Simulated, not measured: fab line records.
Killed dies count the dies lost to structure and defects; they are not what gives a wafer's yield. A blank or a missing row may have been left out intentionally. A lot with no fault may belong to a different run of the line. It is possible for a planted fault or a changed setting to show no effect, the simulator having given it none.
Chamber matching / flow sky130 / 4 sister chambers for SKY_FIELD_ISO_CMP_27 on cmp-02
The step polishes, stops on Si3N4, t overpolish 16 s, target thk 457.8 nm. 4 wafers are shown with their chamber, then 7 later ones without.

## EACH WAFER AND ITS CHAMBER
wafer=L798.6; chamber=2; motor_current_A (A)=10.8
wafer=L804.1; chamber=1; motor_current_A (A)=12.1
wafer=L811.1; chamber=3; motor_current_A (A)=13.1
wafer=L811.3; chamber=0; motor_current_A (A)=11.5

## WAFERS MISSING THEIR CHAMBER
wafer=L811.6; motor_current_A (A)=11.2
wafer=L812.3; motor_current_A (A)=11.9
wafer=L812.5; motor_current_A (A)=11.3
wafer=L812.6; motor_current_A (A)=13.4
wafer=L816.1; motor_current_A (A)=11.6
wafer=L816.3; motor_current_A (A)=13.3
wafer=L816.6; motor_current_A (A)=13.0

## EACH ONE'S CHAMBER
wafer=L811.6; from the rows above=can't be placed: 0 or 2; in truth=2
wafer=L812.3; from the rows above=can't be placed: 1 or 0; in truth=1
wafer=L812.5; from the rows above=can't be placed: 0 or 2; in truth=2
wafer=L812.6; from the rows above=3; in truth=3
wafer=L816.1; from the rows above=can't be placed: 0 or 1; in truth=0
wafer=L816.3; from the rows above=3; in truth=3
wafer=L816.6; from the rows above=3; in truth=3
Correct placement for 3 of the 7. Not placeable from these rows: 4 (in 4, the candidates include the true chamber). Number placed wrongly: 0.
How it was worked out, from the rows above alone: a wafer's distance from a chamber is the root of the sum, over the readings, of the square of ((its reading less the chamber's mean) divided by the reading's scatter). If the next closest chamber is less than 2 further off than the closest, the wafer can't be placed; otherwise it belongs to the closest. For every chamber, the mean is computed from those of its wafers that are shown. The scatter: root of mean squared gap, hidden wafer to nearest shown wafer, with one shown wafer a chamber.
